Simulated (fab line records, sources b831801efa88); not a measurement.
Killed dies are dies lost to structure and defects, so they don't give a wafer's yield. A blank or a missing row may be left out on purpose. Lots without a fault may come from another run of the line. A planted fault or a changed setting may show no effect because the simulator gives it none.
fab line records | flow sky130
record lots=5 wafers=15 last_day=50
route steps=708 shown VIA4@653 METAL5@661 PASSIVATION@681 PAD_OPEN@694
lots that met no fault: from a run of the same line without faults
start_h: hours from the record's first day to the start of the lot's first wafer shown | wait_h: hours since the lot's step before | " the same as in the row above | L1.1+2: a row that stands for several wafers | - no value, or no start given | * or withheld: withheld | < > ~ a bound
route shown NAME@n: a module of which the file shows steps, and the number in the route of the first | usual: mean/standard deviation of fault-free wafers | same: alike in all rows | chamber/n: place in a boat | sites: the reading at each site | _std_site: their standard deviation | _edge_site: outer sites' mean less inner sites' | radius_mm: how far each site lies from the wafer's centre | mask NAME#n: copy n | behind: the tool/chamber that last shaped the wafer | hold: why the lot was held/for how many hours/how that ended | device: the transistor (n, p or np) that didn't switch | end of line: the same wafers' tests at the end of the route | a step without rows: its recipe alone | killed: dies lost to structure and defects at the first sort, not the wafer's yield | map: a wafer's dies, x killed, . not, _ none there
set.NAME: the setting as run; set.NAME@STEP: as run at that earlier step | model.NAME: the simulator's own value behind a step, which no gauge read
lots at some steps of the route; a table a step, a row a wafer
services: from which hour (start_h, from the record's first day; less than 0 if before it) a tool's chamber was out of use, for how many hours, and why
## steps
# step SKY_VIA4_STRIP_14
# recipe chemistry=post_etch_residue_remover time_s=1200 temp_c=72.5
# step SKY_VIA4_CLEAN_15
# recipe chemistry=IPA time_s=180 temp_c=25
# step SKY_VIA4_CLEAN_16
# recipe chemistry=O3/DIW dry=n2_spin
# step SKY_VIA4_SPUTTER_17
# recipe material=TiN target_thk_nm=20 chamber_pressure_pa=5 power_w=4000 time_s=80
# step SKY_VIA4_CVD_18
# recipe material=W target_thk_nm=505 time_s=152.14 temp_c=400 pressure_torr=40
# step SKY_VIA4_RS_MEAS_19
# recipe thk_meas_gauge=four-point-probe reads=W_of_VIA4_CVD_18+TiN_of_VIA4_SPUTTER_17
# usual VIA4_W_RS=0.2281/0.0027
# columns lot.wafer tool chamber start_h wait_h VIA4_W_RS[ohm/sq]
L443.2 film_metro-02 - 997.43 0.1 0.2282
L443.3 " - " " 0.2212
L443.4 " - " " 0.2293
L453.4 film_metro-03 - 1069.57 0.2 0.2223
L453.5 " - " " 0.2283
L453.6 " - " " 0.2219
L459.1 film_metro-01 - 1104.92 0.1 0.2269
L459.2 " - " " 0.2260
L459.5 " - " " 0.2263
L463.1 film_metro-01 - 1131.21 0.1 0.2293
L463.4 " - " " 0.2293
L463.6 " - " " 0.2303
L464.2 film_metro-02 - 1134.08 0.1 0.2322
L464.4 " - " " 0.2323
L464.6 " - " " 0.2318
# step SKY_VIA4_THK_MEAS_20
# recipe thk_meas_gauge=xrf reads=W_of_VIA4_CVD_18
# usual VIA4_W_THK=493/10
# columns lot.wafer tool chamber start_h wait_h VIA4_W_THK[nm]
L443.2 film_metro-02 - 997.54 0.1 511
L443.3 " - " " 526
L443.4 " - " " 510
L453.4 film_metro-03 - 1069.66 0.1 498
L453.5 " - " " 488
L453.6 " - " " 499
L459.1 film_metro-01 - 1105.04 0.1 491
L459.2 " - " " 493
L459.5 " - " " 493
L463.1 film_metro-01 - 1131.33 0.1 486
L463.4 " - " " 488
L463.6 " - " " 483
L464.2 film_metro-02 - 1134.19 0.1 492
L464.4 " - " " 493
L464.6 " - " " 497
# step SKY_VIA4_CMP_21
# recipe stop_on=SiO2 t_overpolish_s=25 down_force_psi=3.5 platen_rpm=60 target_thk_nm=0 pad_velocity_m_s=0.94248
# step SKY_METAL5_SPUTTER_00
# recipe material=Ti target_thk_nm=15 power_w=3000 time_s=10 chamber_pressure_pa=0.4
# usual throttle_valve_pct=30.0/0.64
# columns lot.wafer tool chamber start_h wait_h throttle_valve_pct
L443.2 pvd_sputter-01 - 997.89 0.2 30.1
L443.3 " - " " 30.7
L443.4 " - " " 30.0
L453.4 pvd_sputter-02 - 1069.99 0.1 29.5
L453.5 " - " " 29.5
L453.6 " - " " 30.3
L459.1 pvd_sputter-01 - 1105.40 0.2 29.7
L459.2 " - " " 30.1
L459.5 " - " " 29.2
L463.1 pvd_sputter-01 - 1131.69 0.2 29.3
L463.4 " - " " 30.1
L463.6 " - " " 30.2
L464.2 pvd_sputter-02 - 1134.54 0.1 30.1
L464.4 " - " " 29.5
L464.6 " - " " 30.3
# step SKY_METAL5_SPUTTER_01
# recipe material=TiN target_thk_nm=20 power_w=6500 time_s=16.7 chamber_pressure_pa=0.4
# step SKY_METAL5_SPUTTER_02
# recipe material=AlCu target_thk_nm=1150 power_w=10600 time_s=61.2 chamber_pressure_pa=0.4
# step SKY_METAL5_SPUTTER_03
# recipe material=Ti target_thk_nm=5 power_w=3000 time_s=3.3 chamber_pressure_pa=0.4
# step SKY_METAL5_SPUTTER_04
# recipe material=TiN target_thk_nm=70 power_w=6500 time_s=58.3 chamber_pressure_pa=0.4
# usual throttle_valve_pct=30.0/0.66
# columns lot.wafer tool chamber start_h wait_h throttle_valve_pct model.TiN_of_METAL5_SPUTTER_04.thk_nm
L443.2 pvd_sputter-01 - 998.01 0.0 30.2 69.71
L443.3 " - " " 30.2 70.73
L443.4 " - " " 30.2 70.43
L453.4 pvd_sputter-02 - 1070.12 0.0 29.6 69.46
L453.5 " - " " 29.5 131.3
L453.6 " - " " 30.0 69.16
L459.1 pvd_sputter-01 - 1105.51 0.0 30.1 68.9
L459.2 " - " " 30.3 69.05
L459.5 " - " " 29.0 69.6
L463.1 pvd_sputter-01 - 1131.81 0.0 29.1 70.4
L463.4 " - " " 30.2 69.3
L463.6 " - " " 30.1 70.25
L464.2 pvd_sputter-02 - 1134.66 0.0 30.1 68.34
L464.4 " - " " 29.9 68.43
L464.6 " - " " 30.2 67.97
# step SKY_METAL5_RS_MEAS_05
# recipe thk_meas_gauge=four-point-probe reads=TiN_of_METAL5_SPUTTER_04+Ti_of_METAL5_SPUTTER_03+AlCu_of_METAL5_SPUTTER_02+TiN_of_METAL5_SPUTTER_01+Ti_of_METAL5_SPUTTER_00
# usual METAL5_ALCU_RS=0.0270/0.00034
# columns lot.wafer tool chamber start_h wait_h hold METAL5_ALCU_RS[ohm/sq]
L443.2 film_metro-04 - 998.08 0.0 - 0.0270
L443.3 " - " " - 0.0270
L443.4 " - " " - 0.0273
L453.4 film_metro-03 - 1070.23 0.1 await_dispo/0.2h/release 0.0269
L453.5 " - " " await_dispo/0.2h/release 0.0269
L453.6 " - " " await_dispo/0.2h/release 0.0266
L453.4 film_metro-03 - 1070.56 0.3 - 0.0269
L453.5 " - " " - 0.0268
L453.6 " - " " - 0.0266
L459.1 film_metro-01 - 1105.56 0.0 - 0.0267
L459.2 " - " " - 0.0271
L459.5 " - " " - 0.0270
L463.1 film_metro-04 - 1131.86 0.0 - 0.0263
L463.4 " - " " - 0.0263
L463.6 " - " " - 0.0263
L464.2 film_metro-01 - 1134.73 0.0 - 0.0269
L464.4 " - " " - 0.0269
L464.6 " - " " - 0.0267
# step SKY_METAL5_THK_MEAS_06
# recipe thk_meas_gauge=xrf reads=AlCu_of_METAL5_SPUTTER_02
# usual METAL5_ALCU_THK=1166/18
# columns lot.wafer tool chamber start_h wait_h hold METAL5_ALCU_THK[nm]
L443.2 film_metro-04 - 998.19 0.1 - 1156
L443.3 " - " " - 1157
L443.4 " - " " - 1147
L453.4 film_metro-04 - 1078.49 7.9 await_dispo/0.2h/release 1183
L453.5 " - " " await_dispo/0.2h/release 1026
L453.6 " - " " await_dispo/0.2h/release 1188
L453.4 film_metro-04 - 1078.71 0.2 - 1181
L453.5 " - " " - 1021
L453.6 " - " " - 1193
L459.1 film_metro-01 - 1105.68 0.1 - 1180
L459.2 " - " " - 1155
L459.5 " - " " - 1167
L463.1 film_metro-04 - 1131.98 0.1 - 1195
L463.4 " - " " - 1204
L463.6 " - " " - 1205
L464.2 film_metro-01 - 1134.84 0.1 - 1175
L464.4 " - " " - 1174
L464.6 " - " " - 1177
# step SKY_METAL5_HMDS_08
# recipe prime_time_s=60 prime_temp_c=120
# step SKY_METAL5_COAT_09
# recipe resist=NOVOLAK spin_rpm=3000 resist_thk_nm=1800
# step SKY_METAL5_SOFTBAKE_10
# recipe temp_c=90 time_s=60 resist=NOVOLAK
# step SKY_METAL5_EXPOSE_11
# recipe mask_id=MM5 na=0.6 source_shape=conventional sigma_outer=0.6 polarization=unpolarized target_cd_nm=1600 dose_mj=190
# step SKY_METAL5_PEB_12
# recipe temp_c=withheld time_s=* resist=NOVOLAK
# step SKY_METAL5_DEVELOP_13
# recipe resist=NOVOLAK developer=TMAH develop_time_s=60 dev_temp_c=23
# step SKY_METAL5_DESCUM_14
# recipe chemistry=O2 source_power_w=150 bias_power_w=0 pressure_mtorr=10 temp_c=40 time_s=11
# usual drypump_motor_current_A=5.8/0.56 oes_product_au=1.003/0.0065
# columns lot.wafer tool chamber start_h wait_h drypump_motor_current_A oes_product_au rf_hours_counter_h
L443.2 rie_metal-02 0 1020.79 0.1 5.4 0.997 18
L443.3 " 0 " " 5.3 1.004 -
L443.4 " 1 " " 6.5 0.987 -
L453.4 rie_metal-04 1 1090.21 0.1 5.2 1.000 -
L453.5 " 1 " " 5.2 1.010 -
L453.6 " 0 " " 6.1 0.998 -
L459.1 rie_metal-03 0 1124.14 0.1 6.2 1.006 6
L459.2 " 1 " " 5.1 1.006 17
L459.5 " 1 " " 5.1 1.004 -
L463.1 rie_metal-04 1 1149.90 0.1 5.2 1.009 13
L463.4 " 0 " " 6.1 1.009 -
L463.6 " 0 " " 6.1 1.000 -
L464.2 rie_metal-02 1 1152.84 0.1 6.4 1.003 25
L464.4 " 0 " " 5.4 0.998 -
L464.6 " 0 " " 5.3 1.016 -
# step SKY_METAL5_METAL_ETCH_15
# recipe target_depth_a=12600 stop_on=SiO2 over_etch_frac=0.2 time_s=252 chemistry=Cl2/BCl3 resist_sidewall_deg=86 pressure_mtorr=10 icp_w=900 bias_w=48.5 Cl2_flow_sccm=60 bcl3_flow_sccm=30
# step SKY_METAL5_STRIP_16
# recipe chemistry=O2/N2 power_w=1400 pressure_mtorr=1500 platen_temp_c=withheld o2_flow_sccm=3000 n2_flow_sccm=300 overash_fraction=0.5
# usual drypump_motor_current_A=6.1/0.6 o2_flow_sccm=3000/9 oes_product_au=0.710/0.0044 strip_time_to_endpoint_s=13.03/0.081
# columns lot.wafer tool chamber start_h wait_h drypump_motor_current_A o2_flow_sccm oes_product_au rf_hours_counter_h strip_time_to_endpoint_s
L443.2 plasma_asher-03 1 1021.06 0.2 6.6 3030 0.715 60 13.07
L443.3 " 0 " " 6.0 2981 0.706 - 12.99
L443.4 " 1 " " 6.6 3017 0.715 - 13.09
L453.4 plasma_asher-03 1 1090.50 0.1 6.6 3017 0.712 - 12.91
L453.5 " 1 " " 6.6 3008 0.718 - 13.02
L453.6 " 0 " " 6.0 2995 0.706 - 12.88
L459.1 plasma_asher-01 0 1124.41 0.2 6.5 2997 0.704 98 13.05
L459.2 " 1 " " 4.9 2993 0.717 98 13.07
L459.5 " 0 " " 6.6 2983 0.711 - 13.10
L463.1 plasma_asher-01 1 1150.17 0.2 4.9 2990 0.706 101 12.99
L463.4 " 1 " " 4.9 2995 0.713 - 12.99
L463.6 " 0 " " 6.6 3019 0.709 - 13.05
L464.2 plasma_asher-03 0 1153.11 0.2 6.0 2991 0.711 74 13.06
L464.4 " 0 " " 6.1 2989 0.714 - 12.90
L464.6 " 0 " " 6.0 2980 0.713 - 13.01
# step SKY_METAL5_STRIP_17
# recipe chemistry=post_etch_residue_remover time_s=1200 temp_c=72.5
# columns lot.wafer tool chamber start_h wait_h model.TiN_of_METAL5_SPUTTER_04.thk_nm
L443.2 wet_bench-02 0 1021.16 0.1 69.29
L443.3 " 0 " " 70.31
L443.4 " 0 " " 70.01
L453.4 wet_bench-04 1 1090.57 0.0 69.03
L453.5 " 1 " " 130.9
L453.6 " 1 " " 68.74
L459.1 wet_bench-02 0 1124.51 0.1 68.48
L459.2 " 0 " " 68.63
L459.5 " 0 " " 69.18
L463.1 wet_bench-02 3 1150.27 0.1 69.98
L463.4 " 3 " " 68.88
L463.6 " 3 " " 69.83
L464.2 wet_bench-02 1 1153.21 0.1 67.92
L464.4 " 1 " " 68
L464.6 " 1 " " 67.55
# step SKY_METAL5_CLEAN_18
# recipe chemistry=IPA time_s=180 temp_c=25
# step SKY_METAL5_CLEAN_19
# recipe chemistry=O3/DIW dry=n2_spin
# step SKY_PASSIVATION_CVD_00
# recipe material=SiO2 target_thk_nm=90 temp_c=400 time_s=withheld rf_w=600
# usual heater_power_w=670/65
# columns lot.wafer tool chamber start_h wait_h heater_power_w
L443.2 pecvd-01 1 1021.71 0.0 600
L443.3 " 0 " " 687
L443.4 " 1 " " 609
L453.4 pecvd-02 1 1091.08 0.0 633
L453.5 " 2 " " 691
L453.6 " 0 " " 576
L459.1 pecvd-02 0 1125.06 0.0 674
L459.2 " 2 " " 676
L459.5 " 1 " " 630
L463.1 pecvd-01 2 1150.76 0.0 744
L463.4 " 1 " " 681
L463.6 " 2 " " 773
L464.2 pecvd-02 0 1153.70 0.0 629
L464.4 " 2 " " 723
L464.6 " 1 " " 672
# step SKY_PASSIVATION_THK_MEAS_01
# recipe reads=SiO2_of_PASSIVATION_CVD_00
# usual PASSIVATION_CVD_00_THK=90.4/1
# columns lot.wafer tool chamber start_h wait_h PASSIVATION_CVD_00_THK[nm]
L443.2 film_metro-04 - 1021.75 - 90.2
L443.3 " - " " 91.5
L443.4 " - " " 90.8
L453.4 film_metro-04 - 1091.12 - 91.2
L453.5 " - " " 92.5
L453.6 " - " " 90.8
L459.1 film_metro-03 - 1125.08 - 90.4
L459.2 " - " " 90.8
L459.5 " - " " 91.6
L463.1 film_metro-03 - 1150.78 - 89.5
L463.4 " - " " 91.0
L463.6 " - " " 91.7
L464.2 film_metro-03 - 1153.73 - 89.2
L464.4 " - " " 91.7
L464.6 " - " " 90.1
# step SKY_PASSIVATION_CVD_02
# recipe material=Si3N4 target_thk_nm=540 temp_c=400 time_s=withheld rf_w=450
# step SKY_PASSIVATION_THK_MEAS_03
# recipe reads=Si3N4_of_PASSIVATION_CVD_02
# usual PASSIVATION_CVD_02_THK=543/7
# columns lot.wafer tool chamber start_h wait_h PASSIVATION_CVD_02_THK[nm]
L443.2 film_metro-02 - 1022.04 - 539
L443.3 " - " " 543
L443.4 " - " " 554
L453.4 film_metro-02 - 1091.40 - 552
L453.5 " - " " 547
L453.6 " - " " 546
L459.1 film_metro-03 - 1125.37 - 532
L459.2 " - " " 528
L459.5 " - " " 544
L463.1 film_metro-04 - 1151.07 - 536
L463.4 " - " " 545
L463.6 " - " " 546
L464.2 film_metro-04 - 1154.02 - 543
L464.4 " - " " 551
L464.6 " - " " 553
# step SKY_PASSIVATION_DEHYDRATE_04
# recipe temp_c=200 time_s=60
# step SKY_PASSIVATION_HMDS_05
# recipe prime_time_s=60 prime_temp_c=120
# step SKY_PASSIVATION_COAT_06
# recipe spin_rpm=2000 resist_thk_nm=3000
# step SKY_PASSIVATION_SOFTBAKE_07
# recipe temp_c=110 time_s=withheld
# step SKY_PASSIVATION_EXPOSE_08
# recipe mask_id=NSM target_cd_nm=3000 na=0.57 dose_mj=260
# step SKY_PASSIVATION_PEB_09
# recipe temp_c=115 time_s=withheld
# step SKY_PASSIVATION_DEVELOP_10
# recipe develop_time_s=60 dev_temp_c=23
# step SKY_PASSIVATION_ETCH_11
# recipe chemistry=CF4/O2 target_depth_nm=725 stop_on=AlCu source_w=800 bias_w=150 pressure_mtorr=150 cf4_flow_sccm=80 O2_flow_sccm=10 time_s=161.1
# step SKY_PASSIVATION_STRIP_12
# recipe chemistry=O2/N2 power_w=1400 pressure_mtorr=1500 platen_temp_c=withheld overash_fraction=0.7 o2_flow_sccm=3000 n2_flow_sccm=300
# usual drypump_motor_current_A=5.6/0.55 o2_flow_sccm=3002/9 oes_product_au=0.661/0.0045 strip_time_to_endpoint_s=31.51/0.12
# columns lot.wafer tool chamber start_h wait_h drypump_motor_current_A o2_flow_sccm oes_product_au rf_hours_counter_h strip_time_to_endpoint_s
L443.2 plasma_asher-01 0 1044.55 0.1 6.5 2998 0.661 90 31.42
L443.3 " 0 " " 6.5 2989 0.661 - 31.53
L443.4 " 1 " " 4.9 3013 0.653 - 31.39
L453.4 plasma_asher-01 0 1110.93 0.1 6.6 3005 0.653 - 31.75
L453.5 " 0 " " 6.6 3004 0.653 - 31.63
L453.6 " 1 " " 4.9 3010 0.662 - 31.57
L459.1 plasma_asher-01 1 1144.01 0.1 5.0 3017 0.658 100 31.39
L459.2 " 0 " " 6.6 2999 0.666 100 31.44
L459.5 " 0 " " 6.6 2983 0.656 - 31.58
L463.1 plasma_asher-01 0 1168.20 0.1 6.5 3018 0.662 103 31.40
L463.4 " 0 " " 6.6 2993 0.662 - 31.44
L463.6 " 1 " " 4.9 3010 0.661 - 31.59
L464.2 plasma_asher-04 1 1171.70 0.1 5.5 3002 0.659 42 31.52
L464.4 " 0 " " 5.3 3000 0.658 - 31.37
L464.6 " 1 " " 5.5 2990 0.660 - 31.61
# step SKY_PAD_OPEN_DEHYDRATE_00
# recipe temp_c=200 time_s=60
# step SKY_PAD_OPEN_ETCH_07
# recipe chemistry=CF4/O2 target_depth_nm=725 stop_on=AlCu source_w=800 bias_w=150 pressure_mtorr=150 cf4_flow_sccm=80 O2_flow_sccm=10 time_s=161.1
# usual drypump_motor_current_A=5.9/0.45 oes_product_au=0.980/0.0069 throttle_valve_pct=5.966/0.0091
# columns lot.wafer tool chamber start_h wait_h drypump_motor_current_A oes_product_au rf_hours_counter_h throttle_valve_pct model.PAD_OPEN.feature_depth_nm
L443.2 rie_diel-04 2 1065.70 - 5.2 0.972 13 5.965 703.1
L443.3 " 1 " " 5.7 0.980 13 5.974 710.1
L443.4 " 3 " " 6.3 0.992 25 5.985 719.2
L453.4 rie_diel-04 3 1129.85 - 6.3 0.991 - 5.958 717.5
L453.5 " 2 " " 5.2 1.008 - 5.980 736.1
L453.6 " 0 " " 6.1 0.982 - 5.970 710.4
L459.1 rie_diel-03 2 1162.20 - 5.6 0.967 25 5.964 695.8
L459.2 " 0 " " 6.5 0.966 16 5.963 692
L459.5 " 3 " " 5.4 0.978 - 5.950 709.1
L463.1 rie_diel-04 1 1184.69 - 5.7 0.975 16 5.974 700.2
L463.4 " 2 " " 5.2 0.979 18 5.979 710.1
L463.6 " 2 " " 5.2 0.988 - 5.970 712.4
L464.2 rie_diel-04 1 1187.40 - 5.7 0.982 16 5.963 705.9
L464.4 " 0 " " 6.0 0.980 18 5.973 715.2
L464.6 " 0 " " 6.1 0.974 - 5.970 716.1
# step SKY_PAD_OPEN_PROBE_99
# usual defect_limited_yield=82.2/1.9 killed_at_M0_to_M3=45/7.3 killed_at_M4_up=3.1/1.7 killed_at_contacts=25/5.1 killed_at_front_end=15/4.5 killed_at_other=0.3/0.56 killed_dies=88/9.4 killed_open=47/6.6 killed_short=40/6.9 sort_bin_3_pad_short=0.9/0.46 sort_bin_5_function=10.5/1.5 sort_bin_6_memory=6.4/1.1 sort_n_pass=404/9.4 sort_yield_pct=82.2/1.9
# same gross_dies=492 killed_at_back_side=0 sort_bin_4_leakage[%]=0 sort_bin_8_speed[%]=0
# columns lot.wafer tool chamber start_h wait_h hold defect_limited_yield[%] killed_at_M0_to_M3 killed_at_M4_up killed_at_contacts killed_at_front_end killed_at_other killed_dies killed_open killed_short sort_bin_3_pad_short[%] sort_bin_5_function[%] sort_bin_6_memory[%] sort_n_pass sort_yield_pct[%] model.etest.tester.sort_n_pass model.etest.tester.sort_bin_5_pct model.etest.tester.sort_yield_pct
L443.2 prober-02 - 1068.66 0.1 - 79.1 59 4 31 9 0 103 63 40 1.0 13.4 6.5 389 79.1 389 13.41 79.06
L443.3 prober-02 - 1068.71 0.2 - 85.6 38 5 18 10 0 71 38 32 1.2 8.5 4.7 421 85.6 421 8.537 85.57
L443.4 prober-02 - 1068.76 0.2 - 84.8 37 4 19 13 2 75 38 35 1.0 8.7 5.5 417 84.8 417 8.74 84.76
L453.4 prober-01 - 1132.70 0.2 await_dispo/2.8h/release 83.5 39 1 25 15 1 81 48 31 0.6 10.6 5.3 411 83.5 411 10.57 83.54
L453.5 prober-01 - 1132.75 0.2 await_dispo/2.8h/release 77.2 42 3 17 14 36 112 43 33 1.2 17.1 4.5 380 77.2 380 17.07 77.24
L453.6 prober-01 - 1132.80 0.2 await_dispo/2.8h/release 82.9 50 1 22 10 1 84 49 34 1.2 9.8 6.1 408 82.9 408 9.756 82.93
L459.1 prober-01 - 1164.52 0.1 - 82.5 48 3 19 16 0 86 40 46 0.6 8.5 8.3 406 82.5 406 8.537 82.52
L459.2 prober-01 - 1164.57 0.1 - 80.1 58 4 22 14 0 98 46 52 1.2 11.0 7.7 394 80.1 394 10.98 80.08
L459.5 prober-01 - 1164.72 0.2 - 82.7 37 3 30 15 0 85 49 36 0.4 10.4 6.5 407 82.7 407 10.37 82.72
L463.1 prober-01 - 1187.10 0.1 - 82.9 43 0 24 16 1 84 50 34 0.4 11.4 5.3 408 82.9 408 11.38 82.93
L463.4 prober-01 - 1187.25 0.2 - 82.9 48 3 24 8 1 84 36 47 0.8 10.0 6.3 408 82.9 408 9.959 82.93
L463.6 prober-01 - 1187.35 0.2 - 83.3 44 4 22 12 0 82 40 42 0.8 9.6 6.3 410 83.3 410 9.553 83.33
L464.2 prober-02 - 1189.85 0.1 - 80.9 45 4 28 17 0 94 59 35 1.2 11.8 6.1 398 80.9 398 11.79 80.89
L464.4 prober-02 - 1189.95 0.2 - 81.5 41 3 28 19 0 91 45 46 1.2 11.2 6.1 401 81.5 401 11.18 81.5
L464.6 prober-02 - 1190.05 0.2 - 79.7 47 3 29 21 0 100 59 41 0.4 11.0 8.9 392 79.7 392 10.98 79.67
# killed by level:class
L443.2 CONTACT:geometric_particle:open=13 VIA2:geometric_particle:open=13 VIA1:geometric_particle:open=12 LI_CONTACT:geometric_particle:open=8 VIA3:geometric_particle:open=8 METAL1:geometric_particle:short=6 VIA3:geometric_particle:short=5 METAL2:geometric_particle:short=5
L443.3 LI_CONTACT:geometric_particle:open=7 VIA1:geometric_particle:open=7 VIA2:geometric_particle:open=6 CONTACT:geometric_particle:open=5 VIA1:geometric_particle:short=4 METAL1:geometric_particle:short=4 VIA2:geometric_particle:short=4 VIA3:geometric_particle:open=4
L443.4 VIA1:geometric_particle:open=9 VIA2:geometric_particle:open=8 CONTACT:geometric_particle:open=6 LI_CONTACT:geometric_particle:short=5 POLY_GATE:geometric_particle:open=4 METAL2:geometric_particle:short=4 FIELD_ISO:geometric_particle:short=3 POLY_GATE:geometric_particle:short=3
L453.4 CONTACT:geometric_particle:open=11 VIA1:geometric_particle:open=8 LI_CONTACT:geometric_particle:open=7 METAL1:geometric_particle:short=7 VIA2:geometric_particle:open=7 METAL3:geometric_particle:short=5 POLY_GATE:geometric_particle:open=4 VIA3:geometric_particle:open=4
L453.5 PASSIVATION:area_etch=35 CONTACT:geometric_particle:open=8 VIA1:geometric_particle:open=8 VIA3:geometric_particle:open=7 POLY_GATE:geometric_particle:short=5 VIA2:geometric_particle:open=5 LI_CONTACT:geometric_particle:open=4 METAL1:geometric_particle:short=4
L453.6 VIA1:geometric_particle:open=11 LI_CONTACT:geometric_particle:open=10 VIA2:geometric_particle:open=10 VIA3:geometric_particle:open=6 METAL1:geometric_particle:short=5 VIA1:geometric_particle:short=5 POLY_GATE:geometric_particle:short=4 CONTACT:geometric_particle:open=4
L459.1 METAL1:geometric_particle:short=10 LI_CONTACT:geometric_particle:open=8 VIA1:geometric_particle:open=7 VIA3:geometric_particle:open=6 VIA3:geometric_particle:short=5 METAL2:geometric_particle:short=5 FIELD_ISO:geometric_particle:short=4 POLY_GATE:geometric_particle:open=4
L459.2 VIA2:geometric_particle:open=10 METAL1:geometric_particle:short=10 VIA1:geometric_particle:open=9 LI_CONTACT:geometric_particle:open=6 CONTACT:geometric_particle:open=6 METAL3:geometric_particle:short=6 CONTACT:geometric_particle:short=5 VIA1:geometric_particle:short=5
L459.5 VIA1:geometric_particle:open=14 CONTACT:geometric_particle:short=8 CONTACT:geometric_particle:open=8 LI_CONTACT:geometric_particle:open=7 VIA2:geometric_particle:open=7 VIA2:geometric_particle:short=6 FIELD_ISO:geometric_particle:open=5 FIELD_ISO:geometric_particle:short=4
L463.1 CONTACT:geometric_particle:open=12 POLY_GATE:geometric_particle:open=10 VIA1:geometric_particle:open=8 METAL1:geometric_particle:short=7 VIA3:geometric_particle:open=7 LI_CONTACT:geometric_particle:open=5 METAL3:geometric_particle:short=5 VIA2:geometric_particle:short=4
L463.4 VIA1:geometric_particle:open=11 CONTACT:geometric_particle:open=8 VIA2:geometric_particle:open=7 METAL1:geometric_particle:short=6 METAL3:geometric_particle:short=6 LI_CONTACT:geometric_particle:open=5 CONTACT:geometric_particle:short=5 METAL2:geometric_particle:short=5
L463.6 VIA1:geometric_particle:open=10 CONTACT:geometric_particle:open=8 VIA3:geometric_particle:open=8 VIA1:geometric_particle:short=6 CONTACT:geometric_particle:short=6 METAL3:geometric_particle:short=6 METAL2:geometric_particle:short=5 FIELD_ISO:geometric_particle:short=4
L464.2 VIA2:geometric_particle:open=14 CONTACT:geometric_particle:open=11 VIA1:geometric_particle:open=11 FIELD_ISO:geometric_particle:open=6 CONTACT:geometric_particle:short=6 LI_CONTACT:geometric_particle:open=6 VIA1:geometric_particle:short=6 FIELD_ISO:geometric_particle:short=5
L464.4 CONTACT:geometric_particle:open=11 FIELD_ISO:geometric_particle:short=6 METAL1:geometric_particle:short=6 LOCAL_INTERCONNECT:geometric_particle:short=6 VIA1:geometric_particle:open=6 POLY_GATE:geometric_particle:short=5 CONTACT:geometric_particle:short=5 VIA2:geometric_particle:open=5
L464.6 CONTACT:geometric_particle:open=10 VIA1:geometric_particle:open=10 VIA2:geometric_particle:open=10 VIA3:geometric_particle:open=8 FIELD_ISO:geometric_particle:open=7 FIELD_ISO:geometric_particle:short=7 LI_CONTACT:geometric_particle:open=7 CONTACT:geometric_particle:short=6
# map L453.5 (x killed, . not)
__________....x....._________
________x....x....x..._______
______..x.x.x..........._____
_____......xx.xx.........____
____..............x......x___
___...x.xx.x...x.x.x.......__
__x........xx.x..........x.._
_.x....x.xxxxxx......x.......
_x.........xx..xxx.......xx..
_....xxx....x.x.x.x..........
_.............x.xx.x.......x.
_....x.x.x..xxx..x.......x...
_.xx..x...x.xx....x......x..x
_.......x...xxxx.x...x...xx..
_xx....x.......x.........x...
__.............x.......x.x.._
___x....x....x...x.x......x__
____........x..x...xx...x.___
_____x........x.xx.......____
______..x.x.......xx...._____
________..x.xx........_______
__________x...x....._________
# map L464.6 (x killed, . not)
__________x...x...x._________
________...xxx....x.x._______
______x.x...x....x......_____
_____..x...x..x.x........____
____...........xx.xx......___
___........xx......x.x..x..__
__.......xx.............x..._
_.x...xx..x...x..x........xx.
_....xx.x..x.x......x........
_...........x.x............x.
_xx.x..............x...x.xx..
_...x.....x...x..x.........xx
_..x.xxxx..x........xx..xx...
_.....x..x.....x...x.....x...
_......x........x.x.........x
__.x....x....x.xx.xx..x....x_
___...x.x..x.x.............__
____.............x.x......___
_____........x...xx......____
______.x...............x_____
________...x..x.x....._______
__________.........._________
## services
# columns tool chamber start_h hours kind
rie_diel-03 0 985.08 1.8 repair
pecvd-01 2 990.45 5.5 scheduled_down
pecvd-01 - 1003.01 14.6 pm
wet_bench-04 - 1015.38 53.1 pm
pecvd-01 2 1019.49 13.4 repair
plasma_asher-01 - 1020.71 4.6 repair
pecvd-02 - 1038.53 1.5 repair
rie_diel-04 - 1050.86 0.7 repair
pvd_sputter-02 - 1051.37 2.1 repair
pecvd-02 0 1059.55 9.5 repair
rie_diel-03 0 1062.46 20.2 repair
wet_bench-04 - 1068.52 1.9 pm
rie_diel-03 3 1079.38 4.1 repair
plasma_asher-01 - 1088.15 4.3 pm
rie_diel-04 1 1088.90 59.3 repair
rie_diel-04 2 1089.22 1.9 repair
pecvd-01 - 1094.86 3.7 repair
pecvd-02 0 1113.51 2.1 scheduled_down
plasma_asher-04 - 1122.65 13.5 pm
pecvd-01 - 1139.41 0.5 repair
rie_metal-03 - 1159.09 0.9 repair
rie_diel-04 3 1179.83 2.4 repair
plasma_asher-04 - 1181.85 4.1 repair
rie_diel-04 1 1185.68 1.4 repair
## key
first_sign step=SKY_METAL5_RS_MEAS_05 reading=visit direction=added
effect step=SKY_METAL5_THK_MEAS_06 reading=visit direction=added
effect step=SKY_METAL5_THK_MEAS_06 reading=METAL5_ALCU_THK direction=down sigmas=7.8 usual=1166 struck=1026
effect step=SKY_PAD_OPEN_ETCH_07 reading=oes_product_au direction=up sigmas=4.1 usual=0.980 struck=1.008
effect step=SKY_PAD_OPEN_PROBE_99 reading=killed_at_other direction=up sigmas=36 usual=0.3 struck=36
model_effect step=SKY_METAL5_SPUTTER_04 value=TiN_of_METAL5_SPUTTER_04.thk_nm without=69.66 struck=131.3
model_effect step=SKY_METAL5_STRIP_17 value=TiN_of_METAL5_SPUTTER_04.thk_nm without=69.24 struck=130.9
model_effect step=SKY_PAD_OPEN_ETCH_07 value=PAD_OPEN.feature_depth_nm without=713.3 struck=736.1
model_effect step=SKY_PAD_OPEN_PROBE_99 value=etest.tester.sort_n_pass without=416 struck=380
more_kills_born_at SKY_PASSIVATION_ETCH_11@rie_diel-03=35
met_at SKY_METAL5_SPUTTER_04
struck_wafers L453.5
fault kind=process_parameter_drift tool=pvd_sputter-02 chamber=- onset_h=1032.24 steps=SKY_METAL5_SPUTTER_04 channel=target_thk_nm offset=61.62 shape=step end_h=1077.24 scope=struck_wafers_only acts_in=these_recipes_only stated=70
